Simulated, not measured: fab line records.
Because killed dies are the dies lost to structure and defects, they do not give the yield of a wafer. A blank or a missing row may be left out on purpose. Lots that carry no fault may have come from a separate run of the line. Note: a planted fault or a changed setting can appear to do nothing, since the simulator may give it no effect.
A single fault, viewed from 2 desks + flow sky130 + each desk has only its own numbers; what lay behind them comes last

METROLOGY DESK
What the gauges read, lot by lot, whatever tool the lot ran on: means of the sampled wafers that have a number. A lot is out of limits, marked OUT, if its mean lies more than 4 standard deviations from the usual mean; the brackets give that distance.
Columns: A = VIA2_OVL at SKY_VIA2_OVL_MEAS_13, usual 2 nm
| lot  | first seen here | A             |
|------|-----------------|---------------|
| L928 | day 36 02:51    | -6            |
| L929 | day 36 13:07    | -1            |
| L934 | day 38 00:04    | 6             |
| L938 | day 39 17:32    | 0             |
| L940 | day 39 21:59    | 30 (+5.4) OUT |
| L939 | day 39 23:13    | 35 (+6.3) OUT |
| L941 | day 40 05:58    | 10            |
| L942 | day 40 09:28    | 31 (+5.5) OUT |
| L945 | day 41 13:43    | 25 (+4.4) OUT |
| L947 | day 42 03:03    | 5             |
| L951 | day 43 02:49    | 1             |
Per this desk, out of limits: L939, L940, L942, L945; the first was L940, day 39 21:59 (VIA2_OVL at SKY_VIA2_OVL_MEAS_13). L928, L929, L934, L938, L941, L947, L951 stayed within limits.

THE TOOL OWNER'S DESK: krf scanner-02
The tool's own readings at SKY_VIA2_EXPOSE_09 (exposes mask VIM2, target cd 200 nm): means of the sampled wafers that have a number, for each lot that ran on this tool. A lot is out of limits, marked OUT, if its mean lies more than 4 standard deviations from the usual mean; the brackets give that distance.
Columns: A = exposure dose mJ cm2 at SKY_VIA2_EXPOSE_09, usual 38.0
| lot  | first seen here | A    |
|------|-----------------|------|
| L929 | day 36 00:55    | 37.9 |
| L934 | day 37 11:31    | 38.0 |
| L938 | day 39 05:10    | 37.9 |
| L940 | day 39 10:26    | 37.9 |
| L939 | day 39 11:35    | 37.9 |
| L942 | day 39 22:39    | 37.9 |
| L945 | day 41 02:42    | 37.9 |
This desk's finding: nothing out of limits on any of the 7 lots.

ALL TOGETHER
An alarm was possible from the metrology desk at day 39 21:59, on L939, L940, L942, L945.
Nothing out of limits was seen by the tool owner's desk.
Tool owner's desk: L939, L940, L942, L945 on record, inside its limits.
On krf scanner-02, each named lot ran SKY_VIA2_EXPOSE_09.

WHAT THE SIMULATOR HAD INSERTED
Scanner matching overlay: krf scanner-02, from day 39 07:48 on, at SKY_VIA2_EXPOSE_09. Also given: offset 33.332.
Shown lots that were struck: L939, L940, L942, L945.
Delay in hours, fault start to first out-of-limits reading, per desk: metrology desk 14.
